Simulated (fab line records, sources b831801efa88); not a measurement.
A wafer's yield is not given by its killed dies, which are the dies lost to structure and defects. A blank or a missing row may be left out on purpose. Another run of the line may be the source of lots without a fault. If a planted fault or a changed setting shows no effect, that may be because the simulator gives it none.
A struck lot beside a sound one / flow gf180mcu / 16 steps out of a route of 602
Sound: wafers L527.1, L527.2, L527.4. Struck: wafers L536.2, L536.5 (left out: L536.3, a lot-mate that was not struck); the cause follows at the end.
For every step that has rows: the tool of each side, followed by ch and its chambers, followed by its first start. Under that, the readings that differ: sound wafers / struck wafers / difference of the means / sigmas: that difference in standard deviations of wafers without a fault.
alike: same words and numbers on both sides, and readings whose means sit less than 2 such deviations apart. not compared: any withheld reading, any reading some wafer has no value for, any bound like >300 that may hide the same value, and any number with overlapping values for which the record gives no deviation.
A row with sigmas, a row that says differs or no value, or rows on one side alone: a step with any of these is where the two part. Numbers that have no deviation but don't overlap get no sigmas and don't part them. Lack of a reading on every wafer of one side parts them only where that side has two or more wafers.

first, 3 steps without rows for these wafers: GF_V2_EXPOSE_11 (exposes mask Via2, target cd 260 nm); GF_V2_PEB_12 (peb time 90 s); GF_V2_DEVELOP_13 (develop time 60 s).
GF_V2_CD_MEAS_14: the cd target is 260 nm.
  sound: cd-sem-01 at day 22 12:18; struck: cd-sem-01 at day 25 14:04
  alike: cd-nm
GF_V2_OVL_MEAS_15:
  sound: overlay-01 at day 22 12:25; struck: overlay-02 at day 25 14:11
reading=V2_OVL (nm); sound=6 8 7; struck=-8 -5; difference=-14; sigmas=-2
GF_V2_ETCH_16: etches BARC in N2/H2.
  sound on rie-diel-01 ch 1,2,3, day 22 12:28; struck on rie-diel-02 ch 1,3, day 25 14:13
  alike: chamber-pressure-mTorr, drypump-motor-current-A, oes-product-au, throttle-valve-pct
GF_V2_ETCH_17: etches SiO2 in C4F8/O2/Ar, stops on TiN, target depth 630 nm.
  sound on rie-diel-01 ch 1,2,3; struck on rie-diel-02 ch 1,3
  alike: chamber-pressure-mTorr, oes-product-au
GF_V2_STRIP_18: strips in O2/N2.
  sound on plasma-asher-03 ch 0,1, day 22 12:35; struck on plasma-asher-04 ch 0,1, day 25 14:20
  alike: chamber-pressure-mTorr, drypump-motor-current-A, heater-power-w, oes-product-au
  not compared: rf-hours-counter-h
then, 3 steps without rows for these wafers: GF_V2_STRIP_19 (strips in post etch residue remover, time 1200 s); GF_V2_CLEAN_20 (cleans in DIW); GF_V2_SPUTTER_21 (material Ti, target thk 15 nm, time 80.02 s).
GF_V2_SPUTTER_22: material TiN, target thk 10 nm, time 40 s.
  sound: pvd-sputter-02 at day 22 13:11; struck: pvd-sputter-01 at day 25 14:56
  alike: throttle-valve-pct
GF_V2_CVD_23: deposits W, target thk 350 nm, time 104.94 s.
  sound on cvd-w-02 ch 0,1, day 22 13:14; struck on cvd-w-02 ch 1, day 25 14:58
reading=model.W_of_V2_CVD_23.thk-nm (nm); sound=355.8 357.5 357.5; struck=385.8 384.1; difference=+28.0; sigmas=
  alike: heater-power-w
GF_V2_RS_MEAS_24: measures by four-point-probe.
  sound: film-metro-04 at day 22 13:20; struck: film-metro-04 at day 25 15:06
reading=V2_W_RS (ohm/sq); sound=0.322 0.320 0.320; struck=0.298 0.298; difference=-0.023; sigmas=-6
GF_V2_THK_MEAS_25: measures by xrf.
  sound: film-metro-04 at day 22 13:28; struck: film-metro-04 at day 25 15:13
reading=V2_W_THK (nm); sound=353 355 358; struck=379 379; difference=+24; sigmas=+5
GF_V2_CMP_26: polishes, stops on SiO2, t overpolish 15 s, target thk 0 nm.
  sound on cmp-01 ch 0,1,2, day 22 13:34; struck on cmp-01 ch 1,3, day 25 15:19
  alike: motor-current-A, retaining-ring-pressure-frac, time-to-endpoint-s

== WHERE THEY PART ==
Last at GF_V2_THK_MEAS_25 as far as this record goes, first at GF_V2_OVL_MEAS_15. Later steps at which nothing parts them and some readings are alike: GF_V2_CMP_26.

WHY: whatever the simulator had introduced
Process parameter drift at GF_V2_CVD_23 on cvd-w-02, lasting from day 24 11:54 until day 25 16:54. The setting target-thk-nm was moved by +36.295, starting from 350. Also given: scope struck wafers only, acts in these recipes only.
